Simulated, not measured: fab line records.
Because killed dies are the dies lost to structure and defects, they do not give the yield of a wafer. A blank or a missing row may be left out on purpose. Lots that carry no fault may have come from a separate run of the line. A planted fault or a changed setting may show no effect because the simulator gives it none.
A struck lot beside a sound one	flow sky130	44 out of 708 route steps
Sound: these wafers, L248.2, L248.4, L248.6. The struck wafers were L240.1, L240.4, L240.6. The cause is given at the end.
At each step with rows: each side's tool, then ch and its chambers, then its first start. Under that, the readings that differ: sound wafers	struck wafers	difference of the means	sigmas: that difference in standard deviations of wafers without a fault.
alike: words and numbers the same on both sides, and readings whose means are apart by under 2 such deviations; not compared: readings that were withheld, readings missing a value for some wafer, numbers with overlapping values and no deviation given by the record, and bounds like >300 which may hide the same value.
The two part at a step that has a row with sigmas, a row that says differs or no value, or rows on one side only. When numbers do not overlap yet have no deviation, they are printed without sigmas and do not part them. A reading missing from all wafers of one side parts the sides only when that side holds two or more wafers.

first, 3 steps without rows for these wafers: SKY_FIELD_ISO_CLEAN_20 (cleans in dHF, time 20 s); SKY_FIELD_ISO_WET_ETCH_21 (etches SiO2 in dHF, target depth 20 nm, time 400 s); SKY_FIELD_ISO_OXIDATION_22 (stabilise 600 s, purge 300 s, target thk 10 nm).
SKY_FIELD_ISO_THK_MEAS_23:
  sound on filmMetro-02 at day 4 21:06; struck on filmMetro-02 at day 3 10:53
reading	sound	struck	difference	sigmas
FIELD_ISO_OXIDATION_01_THK (nm)	10.28 10.19 10.29	9.82 9.92 9.92	-0.37	-2
then, 1 step without rows for these wafers: SKY_FIELD_ISO_CVD_24 (deposits SiO2, target thk 595 nm, time 99.2 s).
SKY_FIELD_ISO_THK_MEAS_25:
  sound on filmMetro-02 at day 4 21:14; struck on filmMetro-02 at day 3 11:01
  alike: FIELD_ISO_CVD_24_THK
then, 1 step without rows for these wafers: SKY_FIELD_ISO_ANNEAL_26 (time 1800 s).
SKY_FIELD_ISO_CMP_27: polishes, stops on Si3N4, t overpolish 16 s, target thk 457.8 nm.
  sound on cmp-02 ch 2,3, day 4 23:23; struck on cmp-01 ch 0,1, day 3 13:01
reading	sound	struck	difference	sigmas
motorCurrentA (A)	10.0 11.0 10.4	14.5 12.2 14.4	+3.2	+2
  alike: edgeZonePressureFrac, headPressurePsi, overpolishRunS, slurryFlowMlMin, timeToEndpointS
then, 4 steps without rows for these wafers: SKY_FIELD_ISO_WET_ETCH_28 (etches SiO2 in dHF, target depth 23.7 nm, time 47 s); SKY_FIELD_ISO_WET_ETCH_29 (etches Si3N4 in H3PO4, target depth 160 nm, time 1825 s); SKY_FIELD_ISO_WET_ETCH_30 (etches SiO2 in dHF, target depth 25 nm, time 50 s); SKY_NWELL_CLEAN_00 (cleans in SC1/SC2, time 150 s).
SKY_NWELL_OXIDATION_01: stabilise 600 s, purge 300 s, target thk 10 nm.
  sound on furnace-02 ch 0, day 5 02:59; struck on furnace-01 ch 0, day 3 16:40
  alike: spikeTcCentreC
SKY_NWELL_THK_MEAS_02:
  sound on filmMetro-04 at day 5 04:23; struck on filmMetro-04 at day 3 18:04
reading	sound	struck	difference	sigmas
NWELL_OXIDATION_THK (nm)	10.06 9.99 10.21	16.05 16.26 15.57	+5.87	+37
then, 8 steps without rows for these wafers: SKY_DNWELL_DEHYDRATE_00 (time 60 s); SKY_DNWELL_HMDS_01 (prime time 60 s); SKY_DNWELL_COAT_02 (resist thk 3000 nm); SKY_DNWELL_SOFTBAKE_03; SKY_DNWELL_EXPOSE_04 (exposes mask DNM, target cd 3000 nm); SKY_DNWELL_PEB_05; SKY_DNWELL_DEVELOP_06 (develop time 60 s); SKY_DNWELL_IMPLANT_07.
SKY_DNWELL_STRIP_08: strips in O2/N2.
  sound on plasmaAsher-01 ch 0,1, day 5 22:28; struck on plasmaAsher-01 ch 0,1, day 4 08:08
reading	sound	struck	difference	sigmas
stripTimeToEndpointS (s)	36.84 36.89 36.90	37.05 37.20 37.16	+0.26	+2
  alike: drypumpMotorCurrentA, o2FlowSccm, oesProductAu
  not compared: rfHoursCounterH
SKY_DNWELL_TW_MEAS_09:
  sound on filmMetro-02 at day 5 22:34; struck on filmMetro-04 at day 4 08:14
reading	sound	struck	difference	sigmas
DNWELL_TW	1095 1090 1092	1142 1149 1152	+55	+3
then, 7 steps without rows for these wafers: SKY_PWDE_DEHYDRATE_00 (time 60 s); SKY_PWDE_HMDS_01 (prime time 60 s); SKY_PWDE_COAT_02 (resist thk 3000 nm); SKY_PWDE_SOFTBAKE_03; SKY_PWDE_EXPOSE_04 (exposes mask PWDEM, target cd 840 nm); SKY_PWDE_PEB_05; SKY_PWDE_DEVELOP_06 (develop time 60 s).
SKY_PWDE_OVL_MEAS_07:
  sound on overlay-01 at day 6 17:16; struck on overlay-01 at day 5 00:55
  alike: PWDE_OVL
then, 1 step without rows for these wafers: SKY_PWDE_IMPLANT_08.
SKY_PWDE_STRIP_09: strips in O2/N2.
  sound on plasmaAsher-02 ch 0,1, day 6 17:26; struck on plasmaAsher-02 ch 1, day 5 01:07
  alike: drypumpMotorCurrentA, o2FlowSccm, oesProductAu, stripTimeToEndpointS
  not compared: rfHoursCounterH
SKY_PWDE_TW_MEAS_10:
  sound on filmMetro-04 at day 6 17:33; struck on filmMetro-04 at day 5 01:13
  alike: PWDE_TW
then, 7 steps without rows for these wafers: SKY_NWELL_DEHYDRATE_03 (time 60 s); SKY_NWELL_HMDS_04 (prime time 60 s); SKY_NWELL_COAT_05 (resist thk 3000 nm); SKY_NWELL_SOFTBAKE_06; SKY_NWELL_EXPOSE_07 (exposes mask NWM, target cd 840 nm); SKY_NWELL_PEB_08; SKY_NWELL_DEVELOP_09 (develop time 60 s).
SKY_NWELL_CLEAN_27: cleans in SC1/SC2, time 150 s.
  sound on wetBench-04 ch 3, day 8 10:37; struck on wetBench-02 ch 3, day 6 14:31
reading	sound	struck	difference	sigmas
model.SiO2_of_NWELL_OXIDATION_01.thkNm (nm)	9.73 9.671 9.826	15.68 15.92 15.26	+5.88	
  alike: bathHeatDutyPct
-- the record jumps here: 41 days lie between the struck wafers' starts before and after (it left off in module NWELL and takes up again in module PAD_OPEN, whose first step shown is number 708 of the route) --
SKY_PAD_OPEN_PROBE_99:
  sound on prober-02 at day 49 03:47; struck on prober-01 at day 47 06:26
reading	sound	struck	difference	sigmas
killedAtFrontEnd	24 24 15	10 12 13	-9	-2
model.etest.nfet_16v.rOnOhmUm	1.354e+04 1.367e+04 1.37e+04	1.416e+04 1.392e+04 1.404e+04	+4.033e+02	
model.etest.tipP.rsOhmSq	6909 6854 6889	7085 7050 7076	+186	
model.etest.pfet_01v8.rOnOhmUm	2809 2875 2831	2985 3054 2946	+157	
model.etest.pfetG5v0d10v5.rOnOhmUm	4696 4771 4779	4871 4850 4782	+86	
model.etest.resPwellUnderGate.rsOhmSq	2273 2286 2267	2343 2348 2336	+67	
model.etest.pfet_01v8_mvt.driveUaUm	156.1 152.8 155.3	139.6 137.4 142	-15.1	
model.etest.pfet_01v8.driveUaUm	201.2 196.2 197.3	183.4 180.1 183.4	-15.9	
model.etest.pfetG5v0d10v5.driveUaUm	341.6 339.6 342.8	330.1 335.5 337.1	-7.1	
  alike: killed_at_M0_to_M3, killed_at_M4_up, killedAtContacts, killedAtOther, killedDies, killedOpen, killedShort

## WHERE THEY PART
At SKY_FIELD_ISO_THK_MEAS_23 first; at SKY_PAD_OPEN_PROBE_99 last (within this record only).

WHY: the cause the simulator had injected
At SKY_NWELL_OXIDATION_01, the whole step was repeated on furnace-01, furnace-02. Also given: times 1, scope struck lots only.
